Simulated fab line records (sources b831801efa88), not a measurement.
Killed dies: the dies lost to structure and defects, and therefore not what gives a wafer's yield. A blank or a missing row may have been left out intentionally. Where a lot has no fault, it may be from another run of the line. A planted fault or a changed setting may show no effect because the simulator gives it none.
A lot that was struck, set against a sound lot / flow sky130 / 23 out of 708 route steps
Sound: the wafers L712.1, L712.2, L712.6. Struck: wafers L729.2, L729.6. (L729.3 of the same lot was not struck and is left out.) The cause comes at the end.
Order at every step that has rows: each side's tool, ch and its chambers, its first start. Under that, the readings that differ: sound wafers / struck wafers / difference of the means / sigmas: that difference in standard deviations of wafers without a fault.
alike: a reading whose means differ by less than 2 such deviations, as well as words and numbers matching on both sides. not compared: withheld readings; readings where some wafer has no value; bounds like >300 that might hide an equal value; numbers whose values overlap and for which the record gives no deviation.
The two part at a step that has a row with sigmas, a row that says differs or no value, or rows on one side only. Non-overlapping numbers with no deviation appear without sigmas and do not part them. A reading that every wafer of one side lacks parts them only if that side has two wafers or more.

first, 8 steps without rows for these wafers: SKY_RES_XHIGH_DEHYDRATE_00 (time 60 s); SKY_RES_XHIGH_HMDS_01 (prime time 60 s); SKY_RES_XHIGH_COAT_02 (resist thk 1140 nm); SKY_RES_XHIGH_SOFTBAKE_03 (time 60 s); SKY_RES_XHIGH_EXPOSE_04 (exposes mask URPM, target cd 1270 nm); SKY_RES_XHIGH_PEB_05; SKY_RES_XHIGH_DEVELOP_06 (develop time 60 s); SKY_RES_XHIGH_IMPLANT_07.
SKY_RES_XHIGH_STRIP_08: strips in O2/N2.
  sound on plasmaAsher-02 ch 0,1, day 29 19:58; struck on plasmaAsher-02 ch 0, day 34 13:46
  alike: drypumpMotorCurrentA, oesProductAu, stripTimeToEndpointS
  not compared: rfHoursCounterH
SKY_RES_XHIGH_TW_MEAS_09:
  struck on filmMetro-02, day 34 13:52; sound on filmMetro-02, day 29 20:04
  alike: RES_XHIGH_TW
then, 2 steps without rows for these wafers: SKY_SD_N_DEHYDRATE_00 (time 60 s); SKY_SD_N_HMDS_01 (prime time 60 s).
SKY_SD_N_COAT_02: resist thk 1140 nm.
  sound on lithoTrack-03 ch 0, day 30 09:20; struck on lithoTrack-04 ch 0, day 35 03:23
reading=model.NOVOLAK_of_SD_N_COAT_02.thkNm (nm); sound=1144 1142 1146; struck=576.5 574.6; difference=-568.5; sigmas=
  alike: spinSpeedRpm
then, 3 steps without rows for these wafers: SKY_SD_N_SOFTBAKE_03 (time 60 s); SKY_SD_N_EXPOSE_04 (exposes mask NSDM, target cd 380 nm); SKY_SD_N_PEB_05.
SKY_SD_N_DEVELOP_06: develop time 60 s.
  sound on lithoTrack-02 ch 0, day 30 23:07; struck on lithoTrack-02 ch 0, day 35 16:17
reading=model.NOVOLAK_of_SD_N_COAT_02.thkNm (nm); sound=1143 1142 1145; struck=576.1 574.2; difference=-568.2; sigmas=
SKY_SD_N_CD_MEAS_07 targets a cd of 380 nm.
  struck on cdSem-01, day 35 16:26; sound on cdSem-01, day 30 23:16
reading=cdNm (nm); sound=381.9 382.8 384.5; struck=453.4 453.5; difference=+70.4; sigmas=+34
SKY_SD_N_OVL_MEAS_08:
  struck on overlay-02, day 35 16:32; sound on overlay-01, day 30 23:23
  alike: SD_N_OVL
then, 2 steps without rows for these wafers: SKY_SD_N_IMPLANT_09; SKY_SD_N_IMPLANT_10.
SKY_SD_N_STRIP_11: strips in O2/N2.
  sound on plasmaAsher-01 ch 0,1, day 30 23:43; struck on plasmaAsher-01 ch 1, day 35 16:52
reading=oesProductAu (a.u.); sound=0.530 0.535 0.524; struck=0.443 0.447; difference=-0.085; sigmas=-19
reading=stripTimeToEndpointS (s); sound=22.56 22.56 22.60; struck=16.11 16.10; difference=-6.47; sigmas=-99 or more
  alike: drypumpMotorCurrentA
  not compared: rfHoursCounterH
SKY_SD_N_TW_MEAS_12:
  struck on filmMetro-02, day 35 16:59; sound on filmMetro-04, day 30 23:49
  alike: SD_N_TW

## WHERE THEY PART
Last at SKY_SD_N_STRIP_11 as far as this record goes, first at SKY_SD_N_CD_MEAS_07. Later steps at which nothing parts them and some readings are alike: SKY_SD_N_TW_MEAS_12.

WHY: what the simulator had put in
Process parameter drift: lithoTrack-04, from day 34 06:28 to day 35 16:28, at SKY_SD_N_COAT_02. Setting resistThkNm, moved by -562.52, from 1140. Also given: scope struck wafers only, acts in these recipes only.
